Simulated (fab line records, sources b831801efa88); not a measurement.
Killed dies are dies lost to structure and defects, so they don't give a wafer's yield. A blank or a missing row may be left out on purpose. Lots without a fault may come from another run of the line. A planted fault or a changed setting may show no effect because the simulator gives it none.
A struck lot beside a sound one | flow sky130 | 17 steps out of a route of 708
Sound: wafers L281.1, L281.2, L281.6. Struck: wafers L275.1, L275.2, L275.5. The cause comes at the end.
At each step with rows: each side's tool, then ch and its chambers, then its first start. Under that, the readings that differ: sound wafers | struck wafers | difference of the means | sigmas: that difference in standard deviations of wafers without a fault.
alike: readings whose means differ by less than 2 such deviations, and words and numbers that are the same on both sides. not compared: withheld readings, readings that some wafer has no value for, bounds like >300 that may hide the same value, and numbers for which the record gives no deviation and whose values overlap.
The two part at a step that has a row with sigmas, a row that says differs or no value, or rows on one side only. Numbers that don't overlap but have no deviation are shown without sigmas and don't part them. A reading that every wafer of one side lacks parts them only if that side has two wafers or more.

first, 1 step without rows for these wafers: SKY_LDD_N_IMPLANT_15.
SKY_LDD_N_STRIP_16: strips in O2/N2.
  sound on plasma_asher-04 ch 0,1, day 22 19:28; struck on plasma_asher-02 ch 0,1, day 20 17:07
  alike: chamber_pressure_mTorr, drypump_motor_current_A, oes_product_au, strip_time_to_endpoint_s
  not compared: rf_hours_counter_h
SKY_LDD_N_TW_MEAS_17:
  sound on film_metro-01, day 22 19:34; struck on film_metro-01, day 20 17:13
  alike: LDD_N_TW
then, 7 steps without rows for these wafers: SKY_LDD_P_DEHYDRATE_00 (time 60 s); SKY_LDD_P_HMDS_01 (prime time 60 s); SKY_LDD_P_COAT_02 (resist thk 1140 nm); SKY_LDD_P_SOFTBAKE_03 (time 60 s); SKY_LDD_P_EXPOSE_04 (exposes mask PSDM, target cd 380 nm); SKY_LDD_P_PEB_05; SKY_LDD_P_DEVELOP_06 (develop time 60 s).
SKY_LDD_P_CD_MEAS_07: target cd 380 nm.
  sound on cd_sem-01, day 24 01:26; struck on cd_sem-02, day 21 23:47
  alike: cd_nm
SKY_LDD_P_OVL_MEAS_08:
  sound on overlay-01, day 24 01:34; struck on overlay-02, day 21 23:55
  alike: LDD_P_OVL
SKY_LDD_P_IMPLANT_09:
  sound on implanter-04 ch 0, day 24 01:36; struck on implanter-03 ch 0, day 21 23:57
  reading            | sound                           | struck                           | difference  | sigmas
  dose_ions_cm2      | 1.0003e+13 9.997e+12 1.0009e+13 | 1.1297e+13 1.1313e+13 1.1288e+13 | +1.2963e+12 | +99 or more
  faraday_current_uA | 59.6 56.9 58.0                  | 64.4 62.6 63.6                   | +5.4        | +5
SKY_LDD_P_STRIP_10: strips in O2/N2.
  sound on plasma_asher-01 ch 0,1, day 24 01:45; struck on plasma_asher-03 ch 0,1, day 22 00:06
  alike: chamber_pressure_mTorr, drypump_motor_current_A, oes_product_au, strip_time_to_endpoint_s
  not compared: rf_hours_counter_h
SKY_LDD_P_TW_MEAS_11:
  sound on film_metro-02, day 24 01:51; struck on film_metro-02, day 22 00:12
  reading  | sound       | struck      | difference | sigmas
  LDD_P_TW | 632 637 633 | 658 657 657 | +23        | +6
then, 1 step without rows for these wafers: SKY_LDD_HVN_DEHYDRATE_00 (time 60 s).
-- the record jumps here: 26 days lie between the struck wafers' starts before and after (it left off in module LDD_HVN and takes up again in module PAD_OPEN, whose first step shown is number 708 of the route) --
SKY_PAD_OPEN_PROBE_99:
  sound on prober-02, day 48 23:34; struck on prober-02, day 47 15:56
  reading                     | sound          | struck         | difference | sigmas
  killed_at_contacts          | 16 7 17        | 21 21 32       | +11        | +2
  model.etest.tip_p.rs_ohm_sq | 6861 6842 6849 | 6213 6289 6224 | -609       |
  alike: killed_at_M0_to_M3, killed_at_M4_up, killed_at_front_end, killed_at_other, killed_dies, killed_open, killed_short

WHERE THEY PART
First at SKY_LDD_P_IMPLANT_09; last, within this record, at SKY_PAD_OPEN_PROBE_99.

WHY: what the simulator had put in
Process parameter drift: implanter-03, from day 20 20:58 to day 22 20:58, at SKY_LDD_P_IMPLANT_09. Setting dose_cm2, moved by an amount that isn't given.
